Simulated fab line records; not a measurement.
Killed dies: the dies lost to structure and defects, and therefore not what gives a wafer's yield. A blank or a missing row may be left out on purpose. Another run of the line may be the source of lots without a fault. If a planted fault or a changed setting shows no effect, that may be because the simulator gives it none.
2 desks, one fault + flow gf180mcu + what lay behind the numbers comes last; until then each desk has only its own

## AT THE TOOL OWNER'S DESK: lpcvd-01
The tool's own readings at GF_HV_LDD_CVD_54 (deposits SiO2 from TEOS, target thk 10 nm, time 75 s): means of the sampled wafers that have a number, for each lot that ran on this tool. Marked OUT: a lot whose mean sits more than 4 standard deviations from the usual mean, which makes it out of limits; the brackets give that distance.
Columns: A = spike tc upper C at GF_HV_LDD_CVD_54, usual 680.7 C
| lot  | first seen here | A     |
|------|-----------------|-------|
| L673 | day 12 06:07    | 681.2 |
| L674 | day 12 13:07    | 680.1 |
| L675 | day 13 00:07    | 680.8 |
| L676 | day 13 08:10    | 679.8 |
| L678 | day 14 02:37    | 680.0 |
| L679 | day 14 11:07    | 681.0 |
| L680 | day 14 18:34    | 680.1 |
| L690 | day 18 07:31    | 680.9 |
| L694 | day 19 15:22    | 680.4 |
This desk found nothing out of limits on any of the 9 lots.

## AT THE METROLOGY DESK
What the gauges read, lot by lot, whatever tool the lot ran on: means of the sampled wafers that have a number. Marked OUT: a lot whose mean sits more than 4 standard deviations from the usual mean, which makes it out of limits; the brackets give that distance.
Columns: A = cd nm at GF_TOP_METAL_CD_MEAS_14, usual 439.7 nm; B = PASSIVATION_CVD_02_THK at GF_PASSIVATION_THK_MEAS_03, usual 699 nm
| lot  | first seen here | A     | B   |
|------|-----------------|-------|-----|
| L673 | day 27 23:01    | 438.0 | 696 |
| L674 | day 28 05:13    | 438.7 | 711 |
| L675 | day 28 15:50    | 440.1 | 705 |
| L676 | day 28 23:55    | 436.8 | 697 |
| L677 | day 29 03:31    | 442.6 | 691 |
| L678 | day 29 17:02    | 439.9 | 693 |
| L679 | day 30 00:31    | 441.7 | 700 |
| L680 | day 30 07:34    | 438.6 | 686 |
| L682 | day 30 19:10    | 437.6 | 692 |
| L690 | day 33 02:39    | 438.4 | 696 |
| L692 | day 33 12:28    | 438.2 | 703 |
| L693 | day 33 15:16    | 440.0 | 710 |
| L694 | day 33 21:52    | 438.2 | 699 |
| L696 | day 34 08:56    | 439.6 | 702 |
This desk found nothing out of limits on any of the 14 lots.

## ALL TOGETHER
Nothing out of limits was seen by the tool owner's desk.
Nothing out of limits was seen by the metrology desk.

## WHAT HAD BEEN PUT IN BY THE SIMULATOR
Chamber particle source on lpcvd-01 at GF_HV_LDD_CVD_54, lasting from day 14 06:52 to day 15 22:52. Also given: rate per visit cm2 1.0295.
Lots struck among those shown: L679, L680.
